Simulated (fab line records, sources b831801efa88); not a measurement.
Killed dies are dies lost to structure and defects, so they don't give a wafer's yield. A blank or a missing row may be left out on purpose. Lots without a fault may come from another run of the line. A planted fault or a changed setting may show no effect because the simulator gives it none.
Which tool did it? | flow sky130 | 6 lots, 18 wafers sampled, at 2 steps of a route of 708

WHAT THE GAUGES READ, wafer by wafer
SKY_SONOS_ONO_THK_MEAS_01.
lot  | measured     | on            | SONOS_ONO_OXIDATION_THK (nm)
L325 | day 11 14:00 | film_metro-01 | 2.61 2.62 2.66
L327 | day 12 11:17 | film_metro-01 | 2.66 2.64 2.62
L329 | day 13 04:22 | film_metro-03 | 2.51 2.57 2.52
L331 | day 13 11:23 | film_metro-01 | 2.58 2.60 2.49
L336 | day 15 09:08 | film_metro-03 | 2.55 2.55 2.54
L341 | day 17 23:59 | film_metro-03 | 2.95 2.99 2.93 2.95 2.97 2.98

WHICH TOOL RAN EACH LOT (tool, then ch and the chambers of the sampled wafers, then the start)
lot  | SKY_SONOS_ONO_OXIDATION_00
L325 | furnace-02 ch 0, day 11 12:40
L327 | furnace-02 ch 0, day 12 09:56
L329 | furnace-02 ch 0, day 13 03:01
L331 | furnace-01 ch 0, day 13 10:02
L336 | furnace-01 ch 0, day 15 07:47
L341 | furnace-02 ch 0, day 17 22:38
- SKY_SONOS_ONO_OXIDATION_00: stabilise 600 s, purge 300 s, target thk 2.6 nm.

THE ANSWER, worked out from the rows above alone
Rule: what is usual is taken from the lots themselves. Put in order of their means at a reading, lots are off if they are a third of the lots or fewer, leave a main group of 4 or more, and stand apart from it by a gap of 3 or more times the standard deviation of the main group's means; of several such gaps the widest counts. A main group whose means are all the same, to the digits that the tables above print for the reading, isn't used. A lot without any number at a reading at which 4 lots or more have one is off too. The other lots that the step has rows for count as sound.
Off: L341, at SKY_SONOS_ONO_THK_MEAS_01 (SONOS_ONO_OXIDATION_THK). The main group: mean 2.58 nm, standard deviation 0.045.
A tool fits if, at a process step before that reading, it ran every lot that is off, and no sound lot after the first of them. The gauges at SKY_SONOS_ONO_THK_MEAS_01 are tried like those tools. Can't be told from this: 2 tools fit, furnace-02 at SKY_SONOS_ONO_OXIDATION_00, film_metro-03 at SKY_SONOS_ONO_THK_MEAS_01.

WHAT THE SIMULATOR HAD PUT IN
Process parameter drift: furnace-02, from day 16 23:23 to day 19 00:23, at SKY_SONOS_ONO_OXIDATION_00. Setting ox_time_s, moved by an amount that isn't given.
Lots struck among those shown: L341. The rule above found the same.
